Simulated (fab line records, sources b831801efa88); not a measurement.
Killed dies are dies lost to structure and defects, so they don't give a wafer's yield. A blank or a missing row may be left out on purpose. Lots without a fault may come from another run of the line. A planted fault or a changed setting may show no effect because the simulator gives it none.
fab line records | flow sky130
record lots=5 wafers=15 last_day=50
route steps=708 shown LDD_P@265 LDD_HVN@267 LDD_HVP@278 LDD_LDN@289 SPACER@304
lots that met no fault: from a run of the same line without faults
start_h: hours from the record's first day to the start of the lot's first wafer shown | wait_h: hours since the lot's step before | " the same as in the row above | L1.1+2: a row that stands for several wafers | - no value, or no start given | * or withheld: withheld | < > ~ a bound
route shown NAME@n: a module of which the file shows steps, and the number in the route of the first | usual: mean/standard deviation of fault-free wafers | same: alike in all rows | chamber/n: place in a boat | sites: the reading at each site | _std_site: their standard deviation | _edge_site: outer sites' mean less inner sites' | radius_mm: how far each site lies from the wafer's centre | mask NAME#n: copy n | behind: the tool/chamber that last shaped the wafer | hold: why the lot was held/for how many hours/how that ended | device: the transistor (n, p or np) that didn't switch | end of line: the same wafers' tests at the end of the route | a step without rows: its recipe alone | killed: dies lost to structure and defects at the first sort, not the wafer's yield | map: a wafer's dies, x killed, . not, _ none there
set.NAME: the setting as run; set.NAME@STEP: as run at that earlier step | model.NAME: the simulator's own value behind a step, which no gauge read
lots at some steps of the route; a table a step, a row a wafer
services: from which hour (start_h, from the record's first day; less than 0 if before it) a tool's chamber was out of use, for how many hours, and why
## steps
# step SKY_LDD_P_STRIP_10
# recipe chemistry=O2/N2 power_w=1400 pressure_mtorr=1500 platen_temp_c=withheld o2_flow_sccm=3000 n2_flow_sccm=300 overash_fraction=0.5
# usual drypump_motor_current_A=5.79/0.29 oes_product_au=0.716/0.0052 strip_time_to_endpoint_s=14.19/0.048
# columns lot.wafer tool chamber start_h wait_h drypump_motor_current_A oes_product_au rf_hours_counter_h strip_time_to_endpoint_s
L074.4 plasma_asher-03 0 444.29 0.1 5.98 0.719 - 14.20
L074.5 " 1 " " 5.89 0.720 - 14.17
L074.6 " 0 " " 5.98 0.711 - 14.17
L086.2 plasma_asher-02 1 548.93 0.1 5.69 0.709 68 14.05
L086.4 " 0 " " 6.03 0.714 - 14.08
L086.5 " 0 " " 5.95 0.724 - 14.08
L087.2 plasma_asher-02 1 557.56 0.1 5.68 0.717 69 14.23
L087.3 " 0 " " 6.04 0.719 - 14.18
L087.6 " 0 " " 6.03 0.714 - 14.22
L089.1 plasma_asher-03 0 569.60 0.1 5.96 0.722 87 14.12
L089.2 " 1 " " 5.84 0.718 87 14.17
L089.3 " 0 " " 5.98 0.721 - 14.15
L095.1 plasma_asher-02 0 615.51 0.1 6.13 0.720 73 14.21
L095.5 " 1 " " 5.71 0.711 - 14.24
L095.6 " 0 " " 6.08 0.718 - 14.20
# step SKY_LDD_P_TW_MEAS_11
# usual LDD_P_TW=633/7.7
# columns lot.wafer tool chamber start_h wait_h LDD_P_TW
L074.4 film_metro-04 - 444.38 0.1 636
L074.5 " - " " 639
L074.6 " - " " 638
L086.2 film_metro-02 - 549.04 0.1 624
L086.4 " - " " 623
L086.5 " - " " 622
L087.2 film_metro-02 - 557.67 0.1 626
L087.3 " - " " 628
L087.6 " - " " 625
L089.1 film_metro-03 - 569.70 0.1 633
L089.2 " - " " 632
L089.3 " - " " 635
L095.1 film_metro-02 - 615.61 0.1 621
L095.5 " - " " 622
L095.6 " - " " 624
# step SKY_LDD_HVN_DEHYDRATE_00
# recipe temp_c=200 time_s=60
# usual plate_temp_C=199.99/0.15
# columns lot.wafer tool chamber start_h wait_h plate_temp_C
L074.4 litho_track-03 0 459.13 14.7 199.98
L074.5 " 0 " " 199.95
L074.6 " 0 " " 199.90
L086.2 litho_track-01 0 563.22 14.2 200.03
L086.4 " 0 " " 200.11
L086.5 " 0 " " 199.99
L087.2 litho_track-01 0 571.82 14.1 200.24
L087.3 " 0 " " 200.13
L087.6 " 0 " " 199.97
L089.1 litho_track-02 0 584.17 14.5 199.99
L089.2 " 0 " " 199.94
L089.3 " 0 " " 200.14
L095.1 litho_track-01 0 629.80 14.2 199.94
L095.5 " 0 " " 200.01
L095.6 " 0 " " 199.90
# step SKY_LDD_HVN_HMDS_01
# recipe prime_time_s=60 prime_temp_c=120
# columns lot.wafer tool chamber start_h wait_h
L074.4+5+6 litho_track-03 0 459.28 0.1
L086.2+4+5 litho_track-01 0 563.37 0.1
L087.2+3+6 litho_track-01 0 571.97 0.1
L089.1+2+3 litho_track-02 0 584.32 0.1
L095.1+5+6 litho_track-01 0 629.95 0.1
# step SKY_LDD_HVN_COAT_02
# recipe resist=NOVOLAK spin_rpm=3000 resist_thk_nm=300
# columns lot.wafer tool chamber start_h wait_h
L074.4+5+6 litho_track-03 0 459.43 0.1
L086.2+4+5 litho_track-01 0 563.52 0.1
L087.2+3+6 litho_track-01 0 572.12 0.1
L089.1+2+3 litho_track-02 0 584.47 0.1
L095.1+5+6 litho_track-01 0 630.10 0.1
# step SKY_LDD_HVN_SOFTBAKE_03
# recipe temp_c=90 time_s=60 resist=NOVOLAK
# usual plate_temp_C=90.00/0.14
# columns lot.wafer tool chamber start_h wait_h plate_temp_C
L074.4 litho_track-03 0 459.58 0.1 90.03
L074.5 " 0 " " 90.10
L074.6 " 0 " " 90.01
L086.2 litho_track-01 0 563.67 0.1 90.35
L086.4 " 0 " " 90.21
L086.5 " 0 " " 90.09
L087.2 litho_track-01 0 572.27 0.1 90.03
L087.3 " 0 " " 89.88
L087.6 " 0 " " 89.94
L089.1 litho_track-02 0 584.62 0.1 90.09
L089.2 " 0 " " 89.87
L089.3 " 0 " " 90.24
L095.1 litho_track-01 0 630.25 0.1 89.97
L095.5 " 0 " " 89.80
L095.6 " 0 " " 89.74
# step SKY_LDD_HVN_EXPOSE_04
# recipe mask_id=HVNTM na=0.6 source_shape=conventional sigma_outer=0.6 polarization=unpolarized target_cd_nm=700 dose_mj=127
# columns lot.wafer tool chamber start_h wait_h mask
L074.4+5+6 iline_stepper-02 0 - - HVNTM#0
L086.2+4+5 iline_stepper-01 0 - - HVNTM#0
L087.2+3+6 iline_stepper-01 0 - - HVNTM#0
L089.1+2+3 iline_stepper-02 0 - - HVNTM#0
L095.1+5+6 iline_stepper-01 0 - - HVNTM#0
# step SKY_LDD_HVN_PEB_05
# recipe temp_c=withheld time_s=* resist=NOVOLAK
# columns lot.wafer tool chamber start_h wait_h
L074.4+5+6 litho_track-03 0 - -
L086.2+4+5 litho_track-03 0 - -
L087.2+3+6 litho_track-01 0 - -
L089.1+2+3 litho_track-01 0 - -
L095.1+5+6 litho_track-01 0 - -
# step SKY_LDD_HVN_DEVELOP_06
# recipe resist=NOVOLAK developer=TMAH develop_time_s=60 dev_temp_c=23
# columns lot.wafer tool chamber start_h wait_h
L074.4+5+6 litho_track-03 0 474.73 0.1
L086.2+4+5 litho_track-03 0 578.38 0.1
L087.2+3+6 litho_track-01 0 587.12 0.1
L089.1+2+3 litho_track-01 0 599.10 0.1
L095.1+5+6 litho_track-01 0 644.80 0.1
# step SKY_LDD_HVN_OVL_MEAS_07
# usual LDD_HVN_OVL=0.4/1.4
# columns lot.wafer tool chamber start_h wait_h LDD_HVN_OVL[nm]
L074.4 overlay-02 - 474.82 0.1 0.6
L074.5 " - " " -1.6
L074.6 " - " " -1.4
L086.2 overlay-02 - 578.51 0.1 1.4
L086.4 " - " " 0.8
L086.5 " - " " 3.0
L087.2 overlay-01 - 587.25 0.1 1.5
L087.3 " - " " -2.0
L087.6 " - " " -0.1
L089.1 overlay-02 - 599.25 0.1 1.7
L089.2 " - " " 1.0
L089.3 " - " " 1.4
L095.1 overlay-01 - 644.95 0.1 0.1
L095.5 " - " " 1.6
L095.6 " - " " -1.7
# step SKY_LDD_HVN_IMPLANT_08
# recipe species=P energy_kev=60 dose_cm2=3e+13 tilt_deg=40
# usual end_station_pressure_torr=5.13e-06/2.6e-07
# columns lot.wafer tool chamber start_h wait_h end_station_pressure_torr
L074.4 implanter-02 0 474.92 0.1 5.13e-06
L074.5 " 0 " " 5.13e-06
L074.6 " 0 " " 5.39e-06
L086.2 implanter-03 0 578.57 0.0 5.5e-06
L086.4 " 0 " " 5.43e-06
L086.5 " 0 " " 4.97e-06
L087.2 implanter-03 0 587.31 0.0 5.09e-06
L087.3 " 0 " " 5.15e-06
L087.6 " 0 " " 5.39e-06
L089.1 implanter-03 0 599.28 0.0 5.06e-06
L089.2 " 0 " " 5.13e-06
L089.3 " 0 " " 5.59e-06
L095.1 implanter-03 0 644.98 0.0 5.14e-06
L095.5 " 0 " " 5.27e-06
L095.6 " 0 " " 5.32e-06
# step SKY_LDD_HVN_STRIP_09
# recipe chemistry=O2/N2 power_w=1400 pressure_mtorr=1500 platen_temp_c=withheld o2_flow_sccm=3000 n2_flow_sccm=300 overash_fraction=0.5
# usual drypump_motor_current_A=5.79/0.23 oes_product_au=0.409/0.0045 strip_time_to_endpoint_s=4.133/0.014
# columns lot.wafer tool chamber start_h wait_h drypump_motor_current_A oes_product_au rf_hours_counter_h strip_time_to_endpoint_s
L074.4 plasma_asher-02 0 475.02 0.1 6.04 0.413 - 4.164
L074.5 " 1 " " 5.69 0.414 - 4.159
L074.6 " 0 " " 6.01 0.402 - 4.154
L086.2 plasma_asher-01 1 578.69 0.1 5.79 0.411 46 4.120
L086.4 " 0 " " 5.85 0.417 - 4.114
L086.5 " 0 " " 5.86 0.404 - 4.104
L087.2 plasma_asher-04 1 587.43 0.1 5.01 0.408 16 4.105
L087.3 " 0 " " 5.76 0.418 - 4.113
L087.6 " 0 " " 5.75 0.409 - 4.128
L089.1 plasma_asher-04 0 599.43 0.1 5.72 0.411 17 4.137
L089.2 " 1 " " 4.99 0.413 17 4.136
L089.3 " 1 " " 5.00 0.415 - 4.154
L095.1 plasma_asher-01 0 645.13 0.1 5.86 0.411 53 4.116
L095.5 " 0 " " 5.86 0.401 - 4.124
L095.6 " 1 " " 5.80 0.417 - 4.131
# step SKY_LDD_HVN_TW_MEAS_10
# usual LDD_HVN_TW=1442/7.5
# columns lot.wafer tool chamber start_h wait_h LDD_HVN_TW
L074.4 film_metro-03 - 475.12 0.1 1440
L074.5 " - " " 1439
L074.6 " - " " 1427
L086.2 film_metro-04 - 578.80 0.1 1452
L086.4 " - " " 1452
L086.5 " - " " 1452
L087.2 film_metro-01 - 587.54 0.1 1425
L087.3 " - " " 1437
L087.6 " - " " 1430
L089.1 film_metro-01 - 599.53 0.1 1440
L089.2 " - " " 1435
L089.3 " - " " 1428
L095.1 film_metro-01 - 645.23 0.1 1447
L095.5 " - " " 1448
L095.6 " - " " 1450
# step SKY_LDD_HVP_DEHYDRATE_00
# recipe temp_c=200 time_s=60
# usual plate_temp_C=200.03/0.14
# columns lot.wafer tool chamber start_h wait_h plate_temp_C
L074.4 litho_track-03 0 489.83 14.7 200.19
L074.5 " 0 " " 199.97
L074.6 " 0 " " 200.19
L086.2 litho_track-04 0 591.67 12.9 199.92
L086.4 " 0 " " 200.02
L086.5 " 0 " " 199.88
L087.2 litho_track-03 0 601.13 13.6 200.16
L087.3 " 0 " " 200.18
L087.6 " 0 " " 200.25
L089.1 litho_track-03 0 613.50 14.0 199.99
L089.2 " 0 " " 200.22
L089.3 " 0 " " 200.29
L095.1 litho_track-03 0 658.26 13.0 200.28
L095.5 " 0 " " 200.00
L095.6 " 0 " " 200.10
# step SKY_LDD_HVP_HMDS_01
# recipe prime_time_s=60 prime_temp_c=120
# columns lot.wafer tool chamber start_h wait_h
L074.4+5+6 litho_track-03 0 489.98 0.1
L086.2+4+5 litho_track-04 0 591.82 0.1
L087.2+3+6 litho_track-03 0 601.28 0.1
L089.1+2+3 litho_track-03 0 613.65 0.1
L095.1+5+6 litho_track-03 0 658.41 0.1
# step SKY_LDD_HVP_COAT_02
# recipe resist=NOVOLAK spin_rpm=3000 resist_thk_nm=300
# columns lot.wafer tool chamber start_h wait_h
L074.4+5+6 litho_track-03 0 490.13 0.1
L086.2+4+5 litho_track-04 0 591.97 0.1
L087.2+3+6 litho_track-03 0 601.43 0.1
L089.1+2+3 litho_track-03 0 613.80 0.1
L095.1+5+6 litho_track-03 0 658.56 0.1
# step SKY_LDD_HVP_SOFTBAKE_03
# recipe temp_c=90 time_s=60 resist=NOVOLAK
# usual plate_temp_C=90.00/0.11
# columns lot.wafer tool chamber start_h wait_h plate_temp_C
L074.4 litho_track-03 0 490.28 0.1 90.07
L074.5 " 0 " " 90.08
L074.6 " 0 " " 89.99
L086.2 litho_track-04 0 592.12 0.1 90.02
L086.4 " 0 " " 90.03
L086.5 " 0 " " 89.76
L087.2 litho_track-03 0 601.58 0.1 89.95
L087.3 " 0 " " 90.00
L087.6 " 0 " " 89.94
L089.1 litho_track-03 0 613.95 0.1 89.92
L089.2 " 0 " " 90.03
L089.3 " 0 " " 89.95
L095.1 litho_track-03 0 658.71 0.1 90.04
L095.5 " 0 " " 90.14
L095.6 " 0 " " 90.06
# step SKY_LDD_HVP_EXPOSE_04
# recipe mask_id=HVPTM na=0.6 source_shape=conventional sigma_outer=0.6 polarization=unpolarized target_cd_nm=700 dose_mj=86
# columns lot.wafer tool chamber start_h wait_h mask
L074.4+5+6 iline_stepper-01 0 - - HVPTM#0
L086.2+4+5 iline_stepper-02 0 - - HVPTM#0
L087.2+3+6 iline_stepper-02 0 - - HVPTM#0
L089.1+2+3 iline_stepper-02 0 - - HVPTM#0
L095.1+5+6 iline_stepper-01 0 - - HVPTM#0
# step SKY_LDD_HVP_PEB_05
# recipe temp_c=withheld time_s=* resist=NOVOLAK
# columns lot.wafer tool chamber start_h wait_h
L074.4+5+6 litho_track-03 0 - -
L086.2+4+5 litho_track-03 0 - -
L087.2+3+6 litho_track-02 0 - -
L089.1+2+3 litho_track-02 0 - -
L095.1+5+6 litho_track-03 0 - -
# step SKY_LDD_HVP_DEVELOP_06
# recipe resist=NOVOLAK developer=TMAH develop_time_s=60 dev_temp_c=23
# columns lot.wafer tool chamber start_h wait_h
L074.4+5+6 litho_track-03 0 505.33 0.1
L086.2+4+5 litho_track-03 0 606.63 0.1
L087.2+3+6 litho_track-02 0 615.55 0.1
L089.1+2+3 litho_track-02 0 628.27 0.1
L095.1+5+6 litho_track-03 0 672.76 0.1
# step SKY_LDD_HVP_OVL_MEAS_07
# usual LDD_HVP_OVL=-0.1/1.6
# columns lot.wafer tool chamber start_h wait_h LDD_HVP_OVL[nm]
L074.4 overlay-02 - 505.42 0.1 -1.0
L074.5 " - " " 1.5
L074.6 " - " " 2.4
L086.2 overlay-02 - 606.76 0.1 -1.2
L086.4 " - " " -3.1
L086.5 " - " " -2.3
L087.2 overlay-02 - 615.68 0.1 -0.2
L087.3 " - " " -0.5
L087.6 " - " " 0.5
L089.1 overlay-02 - 628.42 0.1 -2.0
L089.2 " - " " -2.0
L089.3 " - " " -0.9
L095.1 overlay-01 - 672.91 0.1 -0.1
L095.5 " - " " -0.2
L095.6 " - " " -0.7
# step SKY_LDD_HVP_IMPLANT_08
# recipe species=B energy_kev=20 dose_cm2=1.7e+13 tilt_deg=17.9
# usual end_station_pressure_torr=5.12e-06/2.7e-07
# columns lot.wafer tool chamber start_h wait_h end_station_pressure_torr
L074.4 implanter-03 0 505.52 0.1 4.81e-06
L074.5 " 0 " " 4.99e-06
L074.6 " 0 " " 5.47e-06
L086.2 implanter-03 0 606.82 0.0 5.29e-06
L086.4 " 0 " " 5.31e-06
L086.5 " 0 " " 5.2e-06
L087.2 implanter-02 0 615.73 0.0 5.64e-06
L087.3 " 0 " " 4.81e-06
L087.6 " 0 " " 4.64e-06
L089.1 implanter-02 0 628.46 0.0 5.53e-06
L089.2 " 0 " " 5.33e-06
L089.3 " 0 " " 5.6e-06
L095.1 implanter-04 0 672.94 0.0 5.22e-06
L095.5 " 0 " " 5.44e-06
L095.6 " 0 " " 5.29e-06
# step SKY_LDD_HVP_STRIP_09
# recipe chemistry=O2/N2 power_w=1400 pressure_mtorr=1500 platen_temp_c=withheld o2_flow_sccm=3000 n2_flow_sccm=300 overash_fraction=0.5
# usual drypump_motor_current_A=5.88/0.092 oes_product_au=0.409/0.0043 strip_time_to_endpoint_s=4.133/0.015
# columns lot.wafer tool chamber start_h wait_h drypump_motor_current_A oes_product_au rf_hours_counter_h strip_time_to_endpoint_s
L074.4 plasma_asher-02 0 505.62 0.1 6.05 0.407 - 4.112
L074.5 " 1 " " 5.71 0.408 - 4.121
L074.6 " 0 " " 6.05 0.409 - 4.121
L086.2 plasma_asher-03 0 606.94 0.1 5.96 0.407 91 4.129
L086.4 " 0 " " 5.97 0.403 - 4.128
L086.5 " 0 " " 5.96 0.406 - 4.144
L087.2 plasma_asher-01 1 615.86 0.1 5.83 0.411 50 4.131
L087.3 " 1 " " 5.83 0.408 - 4.107
L087.6 " 1 " " 5.80 0.416 - 4.127
L089.1 plasma_asher-03 1 628.61 0.1 5.85 0.405 93 4.129
L089.2 " 0 " " 5.97 0.403 93 4.113
L089.3 " 0 " " 5.97 0.402 - 4.113
L095.1 plasma_asher-01 1 673.09 0.1 5.79 0.404 55 4.122
L095.5 " 0 " " 5.85 0.413 - 4.134
L095.6 " 1 " " 5.79 0.411 - 4.121
# step SKY_LDD_HVP_TW_MEAS_10
# usual LDD_HVP_TW=456/4.9
# columns lot.wafer tool chamber start_h wait_h LDD_HVP_TW
L074.4 film_metro-01 - 505.72 0.1 458
L074.5 " - " " 458
L074.6 " - " " 456
L086.2 film_metro-01 - 607.05 0.1 455
L086.4 " - " " 457
L086.5 " - " " 454
L087.2 film_metro-04 - 615.97 0.1 464
L087.3 " - " " 462
L087.6 " - " " 463
L089.1 film_metro-04 - 628.71 0.1 463
L089.2 " - " " 460
L089.3 " - " " 463
L095.1 film_metro-04 - 673.19 0.1 461
L095.5 " - " " 461
L095.6 " - " " 462
# step SKY_LDD_LDN_DEHYDRATE_00
# recipe temp_c=200 time_s=60
# usual plate_temp_C=199.99/0.15
# columns lot.wafer tool chamber start_h wait_h plate_temp_C
L074.4 litho_track-01 0 520.37 14.6 199.87
L074.5 " 0 " " 200.05
L074.6 " 0 " " 199.84
L086.2 litho_track-02 0 620.85 13.8 199.98
L086.4 " 0 " " 199.95
L086.5 " 0 " " 199.81
L087.2 litho_track-02 0 630.05 14.1 200.15
L087.3 " 0 " " 200.07
L087.6 " 0 " " 199.96
L089.1 litho_track-01 0 642.20 13.5 200.31
L089.2 " 0 " " 199.86
L089.3 " 0 " " 200.04
L095.1 litho_track-01 0 686.20 13.0 200.06
L095.5 " 0 " " 199.84
L095.6 " 0 " " 200.05
# step SKY_LDD_LDN_HMDS_01
# recipe prime_time_s=60 prime_temp_c=120
# columns lot.wafer tool chamber start_h wait_h
L074.4+5+6 litho_track-01 0 520.52 0.1
L086.2+4+5 litho_track-02 0 621.00 0.1
L087.2+3+6 litho_track-02 0 630.20 0.1
L089.1+2+3 litho_track-01 0 642.35 0.1
L095.1+5+6 litho_track-01 0 686.35 0.1
# step SKY_LDD_LDN_COAT_02
# recipe resist=NOVOLAK spin_rpm=3000 resist_thk_nm=1140
# columns lot.wafer tool chamber start_h wait_h
L074.4+5+6 litho_track-01 0 520.67 0.1
L086.2+4+5 litho_track-02 0 621.15 0.1
L087.2+3+6 litho_track-02 0 630.35 0.1
L089.1+2+3 litho_track-01 0 642.50 0.1
L095.1+5+6 litho_track-01 0 686.50 0.1
# step SKY_LDD_LDN_SOFTBAKE_03
# recipe temp_c=90 time_s=60 resist=NOVOLAK
# usual plate_temp_C=90.00/0.12
# columns lot.wafer tool chamber start_h wait_h plate_temp_C
L074.4 litho_track-01 0 520.82 0.1 89.91
L074.5 " 0 " " 90.02
L074.6 " 0 " " 89.98
L086.2 litho_track-02 0 621.30 0.1 90.02
L086.4 " 0 " " 89.98
L086.5 " 0 " " 90.22
L087.2 litho_track-02 0 630.50 0.1 90.00
L087.3 " 0 " " 90.13
L087.6 " 0 " " 90.08
L089.1 litho_track-01 0 642.65 0.1 89.86
L089.2 " 0 " " 90.01
L089.3 " 0 " " 89.95
L095.1 litho_track-01 0 686.65 0.1 89.95
L095.5 " 0 " " 89.89
L095.6 " 0 " " 89.89
# step SKY_LDD_LDN_EXPOSE_04
# recipe mask_id=LDNTM na=0.6 source_shape=conventional sigma_outer=0.6 polarization=unpolarized target_cd_nm=700 dose_mj=140
# columns lot.wafer tool chamber start_h wait_h mask
L074.4+5+6 iline_stepper-01 0 - - LDNTM#0
L086.2+4+5 iline_stepper-02 0 - - LDNTM#0
L087.2+3+6 iline_stepper-02 0 - - LDNTM#0
L089.1+2+3 iline_stepper-01 0 - - LDNTM#0
L095.1+5+6 iline_stepper-01 0 - - LDNTM#0
# step SKY_LDD_LDN_PEB_05
# recipe temp_c=withheld time_s=* resist=NOVOLAK
# columns lot.wafer tool chamber start_h wait_h
L074.4+5+6 litho_track-04 0 - -
L086.2+4+5 litho_track-01 0 - -
L087.2+3+6 litho_track-04 0 - -
L089.1+2+3 litho_track-01 0 - -
L095.1+5+6 litho_track-01 0 - -
# step SKY_LDD_LDN_DEVELOP_06
# recipe resist=NOVOLAK developer=TMAH develop_time_s=60 dev_temp_c=23
# columns lot.wafer tool chamber start_h wait_h
L074.4+5+6 litho_track-04 0 535.87 0.1
L086.2+4+5 litho_track-01 0 635.52 0.1
L087.2+3+6 litho_track-04 0 644.87 0.1
L089.1+2+3 litho_track-01 0 656.00 0.1
L095.1+5+6 litho_track-01 0 700.60 0.1
# step SKY_LDD_LDN_OVL_MEAS_07
# usual LDD_LDN_OVL=-0.5/1.4
# columns lot.wafer tool chamber start_h wait_h LDD_LDN_OVL[nm]
L074.4 overlay-01 - 535.96 0.1 0.9
L074.5 " - " " 1.0
L074.6 " - " " 1.1
L086.2 overlay-02 - 635.65 0.1 -2.1
L086.4 " - " " -1.7
L086.5 " - " " -2.7
L087.2 overlay-02 - 645.00 0.1 -2.5
L087.3 " - " " -1.0
L087.6 " - " " -0.5
L089.1 overlay-02 - 656.15 0.1 -1.7
L089.2 " - " " -1.9
L089.3 " - " " -3.5
L095.1 overlay-02 - 700.75 0.1 -0.2
L095.5 " - " " 0.0
L095.6 " - " " -1.6
# step SKY_LDD_LDN_IMPLANT_08
# recipe species=As energy_kev=15 dose_cm2=1.25e+13 tilt_deg=withheld rotation_deg=23
# usual end_station_pressure_torr=5e-06/3e-07
# columns lot.wafer tool chamber start_h wait_h end_station_pressure_torr
L074.4 implanter-04 0 536.06 0.1 4.5e-06
L074.5 " 0 " " 5.2e-06
L074.6 " 0 " " 5e-06
L086.2 implanter-01 0 635.71 0.0 4.3e-06
L086.4 " 0 " " 4.4e-06
L086.5 " 0 " " 5e-06
L087.2 implanter-01 0 645.06 0.0 4.9e-06
L087.3 " 0 " " 4.6e-06
L087.6 " 0 " " 5.2e-06
L089.1 implanter-01 0 656.18 0.0 4.6e-06
L089.2 " 0 " " 5e-06
L089.3 " 0 " " 5.2e-06
L095.1 implanter-02 0 700.78 0.0 5e-06
L095.5 " 0 " " 4.7e-06
L095.6 " 0 " " 5.6e-06
# step SKY_LDD_LDN_IMPLANT_09
# recipe species=As energy_kev=15 dose_cm2=1.25e+13 tilt_deg=withheld rotation_deg=113
# usual end_station_pressure_torr=5.1e-06/2.9e-07
# columns lot.wafer tool chamber start_h wait_h end_station_pressure_torr
L074.4 implanter-04 0 536.21 0.1 5.5e-06
L074.5 " 0 " " 4.94e-06
L074.6 " 0 " " 5.04e-06
L086.2 implanter-01 0 635.86 0.1 4.88e-06
L086.4 " 0 " " 5.2e-06
L086.5 " 0 " " 5e-06
L087.2 implanter-01 0 645.21 0.1 5.31e-06
L087.3 " 0 " " 4.63e-06
L087.6 " 0 " " 4.71e-06
L089.1 implanter-01 0 656.33 0.1 5e-06
L089.2 " 0 " " 5.21e-06
L089.3 " 0 " " 5.13e-06
L095.1 implanter-02 0 700.93 0.1 4.88e-06
L095.5 " 0 " " 5.07e-06
L095.6 " 0 " " 5.52e-06
# step SKY_LDD_LDN_IMPLANT_10
# recipe species=As energy_kev=15 dose_cm2=1.25e+13 tilt_deg=withheld rotation_deg=203
# usual end_station_pressure_torr=5.04e-06/2.4e-07
# columns lot.wafer tool chamber start_h wait_h end_station_pressure_torr
L074.4 implanter-04 0 536.36 0.1 4.59e-06
L074.5 " 0 " " 4.95e-06
L074.6 " 0 " " 5.36e-06
L086.2 implanter-01 0 636.01 0.1 5.09e-06
L086.4 " 0 " " 5.32e-06
L086.5 " 0 " " 5.09e-06
L087.2 implanter-01 0 645.36 0.1 4.8e-06
L087.3 " 0 " " 4.84e-06
L087.6 " 0 " " 5.18e-06
L089.1 implanter-01 0 656.48 0.1 4.57e-06
L089.2 " 0 " " 5.14e-06
L089.3 " 0 " " 4.97e-06
L095.1 implanter-02 0 701.08 0.1 4.38e-06
L095.5 " 0 " " 5.27e-06
L095.6 " 0 " " 4.84e-06
# step SKY_LDD_LDN_IMPLANT_11
# recipe species=As energy_kev=15 dose_cm2=1.25e+13 tilt_deg=withheld rotation_deg=293
# usual end_station_pressure_torr=5.08e-06/2.7e-07
# columns lot.wafer tool chamber start_h wait_h end_station_pressure_torr
L074.4 implanter-04 0 536.51 0.1 5.08e-06
L074.5 " 0 " " 5.55e-06
L074.6 " 0 " " 4.7e-06
L086.2 implanter-01 0 636.16 0.1 4.77e-06
L086.4 " 0 " " 5.42e-06
L086.5 " 0 " " 5.39e-06
L087.2 implanter-01 0 645.51 0.1 5.63e-06
L087.3 " 0 " " 4.71e-06
L087.6 " 0 " " 5.17e-06
L089.1 implanter-01 0 656.63 0.1 5.02e-06
L089.2 " 0 " " 4.87e-06
L089.3 " 0 " " 4.66e-06
L095.1 implanter-02 0 701.23 0.1 5.14e-06
L095.5 " 0 " " 4.9e-06
L095.6 " 0 " " 4.97e-06
# step SKY_LDD_LDN_STRIP_12
# recipe chemistry=O2/N2 power_w=1400 pressure_mtorr=1500 platen_temp_c=withheld o2_flow_sccm=3000 n2_flow_sccm=300 overash_fraction=0.5
# usual drypump_motor_current_A=5.7/0.34 oes_product_au=0.716/0.0044 strip_time_to_endpoint_s=14.18/0.045
# columns lot.wafer tool chamber start_h wait_h drypump_motor_current_A oes_product_au rf_hours_counter_h strip_time_to_endpoint_s
L074.4 plasma_asher-03 0 536.62 0.1 6.0 0.708 - 14.16
L074.5 " 0 " " 6.0 0.719 - 14.17
L074.6 " 1 " " 5.8 0.722 - 14.17
L086.2 plasma_asher-03 0 636.28 0.1 6.0 0.715 94 14.17
L086.4 " 1 " " 5.9 0.717 - 14.17
L086.5 " 0 " " 6.0 0.719 - 14.18
L087.2 plasma_asher-03 0 645.63 0.1 6.0 0.712 95 14.20
L087.3 " 0 " " 6.0 0.709 - 14.17
L087.6 " 1 " " 5.8 0.715 - 14.17
L089.1 plasma_asher-04 1 656.78 0.1 5.1 0.717 24 14.16
L089.2 " 0 " " 5.7 0.722 24 14.19
L089.3 " 0 " " 5.7 0.715 - 14.12
L095.1 plasma_asher-04 1 701.38 0.1 5.1 0.707 28 14.12
L095.5 " 1 " " 5.0 0.715 - 14.12
L095.6 " 0 " " 5.7 0.711 - 14.14
# step SKY_LDD_LDN_TW_MEAS_13
# usual LDD_LDN_TW=1474/16
# columns lot.wafer tool chamber start_h wait_h LDD_LDN_TW
L074.4 film_metro-02 - 536.71 0.1 1451
L074.5 " - " " 1455
L074.6 " - " " 1450
L086.2 film_metro-02 - 636.39 0.1 1458
L086.4 " - " " 1464
L086.5 " - " " 1473
L087.2 film_metro-02 - 645.74 0.1 1462
L087.3 " - " " 1457
L087.6 " - " " 1464
L089.1 film_metro-01 - 656.88 0.1 1479
L089.2 " - " " 1480
L089.3 " - " " 1486
L095.1 film_metro-03 - 701.48 0.1 1501
L095.5 " - " " 1498
L095.6 " - " " 1495
# step SKY_LDD_LDN_CLEAN_14
# recipe chemistry=SC1/SC2 mix=1:4:20 temp_c=70 time_s=150 dry=n2_spin
# columns lot.wafer tool chamber start_h wait_h
L074.4+5+6 wet_bench-01 2 536.74 0.0
L086.2+4+5 wet_bench-04 0 636.44 0.0
L087.2+3+6 wet_bench-01 1 645.79 0.0
L089.1+2+3 wet_bench-02 0 656.94 0.1
L095.1+5+6 wet_bench-04 1 701.54 0.1
# step SKY_SPACER_CVD_00
# recipe material=Si3N4 precursor=DCS/NH3 target_thk_nm=43.1 temp_c=770 time_s=740 pressure_mtorr=250
# usual spike_tc_top_C=787.1/1.1 zone_power_lower_pct=14.3/1.2
# columns lot.wafer tool chamber start_h wait_h spike_tc_top_C zone_power_lower_pct
L074.4 lpcvd-02 1 536.84 0.0 786.4 15.2
L074.5 " 1 " " 787.7 14.9
L074.6 " 1 " " 786.6 15.1
L086.2 lpcvd-02 1 637.48 1.0 785.8 14.7
L086.4 " 1 " " 787.4 15.1
L086.5 " 1 " " 787.7 14.9
L087.2 lpcvd-02 1 646.34 0.5 787.3 15.2
L087.3 " 1 " " 786.9 15.1
L087.6 " 1 " " 786.9 14.9
L089.1 lpcvd-02 1 657.36 0.4 785.9 15.2
L089.2 " 1 " " 790.0 15.1
L089.3 " 1 " " 785.7 14.9
L095.1 lpcvd-02 1 701.59 0.0 788.2 15.0
L095.5 " 1 " " 787.1 15.3
L095.6 " 1 " " 788.6 15.0
## services
# columns tool chamber start_h hours kind
iline_stepper-02 - 437.37 7.9 repair
iline_stepper-01 - 442.92 10.1 repair
iline_stepper-02 - 453.02 1.7 pm
implanter-02 - 459.08 4.2 pm
plasma_asher-03 - 463.42 3.6 repair
implanter-03 - 469.11 3.1 repair
implanter-02 - 470.16 1.2 repair
plasma_asher-03 - 485.36 4.7 repair
iline_stepper-02 - 487.26 4.5 repair
implanter-01 - 493.97 1.6 repair
implanter-03 - 494.73 2.3 pm
plasma_asher-03 - 500.66 2.8 pm
implanter-03 - 521.57 4.2 repair
iline_stepper-01 - 532.16 4.1 repair
iline_stepper-01 - 539.05 2.1 repair
iline_stepper-02 - 549.17 11.5 repair
implanter-02 - 552.35 4.2 repair
implanter-03 - 559.19 1.7 repair
implanter-01 - 586.31 3.4 pm
implanter-02 - 586.41 3.4 repair
iline_stepper-01 - 592.87 1.7 pm
iline_stepper-02 - 662.18 8.9 pm
iline_stepper-02 - 671.07 1.7 pm
implanter-01 - 680.47 1.7 repair
## key
fault none
